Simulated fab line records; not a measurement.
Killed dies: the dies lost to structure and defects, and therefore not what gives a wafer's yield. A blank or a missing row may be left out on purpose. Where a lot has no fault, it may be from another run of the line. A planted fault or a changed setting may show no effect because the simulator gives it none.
The tool behind it: which one?	flow sky130	12 lots with 35 wafers sampled at 2 steps, on a route of 708 steps

== WHAT THE GAUGES READ, wafer by wafer ==
SKY_VIA1_CD_MEAS_12: the cd target is 150 nm. Usual: cdNm at 150.0 nm, with a standard deviation of 1.5.
lot	measured	on	cdNm (nm)	flag
L262	day 34 14:04	cdSem-01	150.6 149.9 150.2	
L263	day 35 00:04	cdSem-01	148.9 149.8 148.9	
L264	day 35 16:49	cdSem-01	148.2 149.3 149.8	
L265	day 36 17:55	cdSem-02	151.8 150.7 150.9	
L266	day 36 21:38	cdSem-01	152.6 151.7 151.2	
L268	day 37 00:05	cdSem-01	149.7 150.1 149.5	
L272	day 38 01:08	cdSem-02	150.5 152.0 150.1	
L274	day 38 21:55	cdSem-01	150.1 147.9	
L276	day 39 09:41	cdSem-01	150.7 150.8 149.3	
L280	day 40 14:56	cdSem-01	149.0 150.0 148.7	
L281	day 40 16:05	cdSem-02	148.6 149.1 147.5	
L282	day 40 18:40	cdSem-02	149.1 148.9 150.3	

== TOOL THAT RAN EACH LOT (tool first, then ch and the chambers of the sampled wafers, then the start) ==
lot	SKY_VIA1_CMP_02
L262	cmp-02 ch 2,3, day 33 11:26
L263	cmp-02 ch 1,2,3, day 33 21:44
L264	cmp-02 ch 0,1, day 34 14:08
L265	cmp-01 ch 1,2,3, day 35 15:53
L266	cmp-01 ch 1,2, day 35 19:31
L268	cmp-02 ch 0,2, day 35 21:23
L272	cmp-01 ch 2,3, day 36 23:21
L274	cmp-01 ch 1,3, day 37 20:02
L276	cmp-01 ch 0,1,3, day 38 07:54
L280	cmp-02 ch 1,2,3, day 39 14:43
L281	cmp-02 ch 0,1, day 39 16:01
L282	cmp-02 ch 2,3, day 39 18:17
- SKY_VIA1_CMP_02: polishes SiO2.

== AS READ BY THE TOOLS THEMSELVES (means over the sampled wafers that have a number; for cases with no such wafer, the mark the record gives instead) ==
SKY_VIA1_CMP_02. Usual: edgeZonePressureFrac 1.001, standard deviation 0.0051; motorCurrentA 11.7 A, standard deviation 1.4.
lot	tool	edgeZonePressureFrac	motorCurrentA (A)	flag
L262	cmp-02	1.003	11.5	
L263	cmp-02	0.995	12.3	
L264	cmp-02	1.002	12.7	
L265	cmp-01	1.004	11.7	
L266	cmp-01	0.996	10.8	
L268	cmp-02	1.000	11.7	
L272	cmp-01	1.002	10.7	
L274	cmp-01	1.003	13.0	
L276	cmp-01	0.998	11.9	
L280	cmp-02	1.003	12.2	
L281	cmp-02	1.003	12.5	
L282	cmp-02	0.998	10.9	

== THE ANSWER, worked out from the rows above alone ==
Rule: a lot is off if the mean of its wafers that have a number lies more than 3 standard deviations from the usual mean. Also off: a lot with no number at a reading for which 4 or more lots have one. Where the step has rows for the other lots, those lots are counted as sound. The gauges are gone through in route order, then the tools' own readings, and for those a lot's mean is taken as printed above. The first step at which some lot is off is used, and at that step the reading that is off furthest; a lot without a number counts as furthest.
No lot is off at any reading shown: from this, nothing can be told.

== WHAT THE SIMULATOR PUT IN ==
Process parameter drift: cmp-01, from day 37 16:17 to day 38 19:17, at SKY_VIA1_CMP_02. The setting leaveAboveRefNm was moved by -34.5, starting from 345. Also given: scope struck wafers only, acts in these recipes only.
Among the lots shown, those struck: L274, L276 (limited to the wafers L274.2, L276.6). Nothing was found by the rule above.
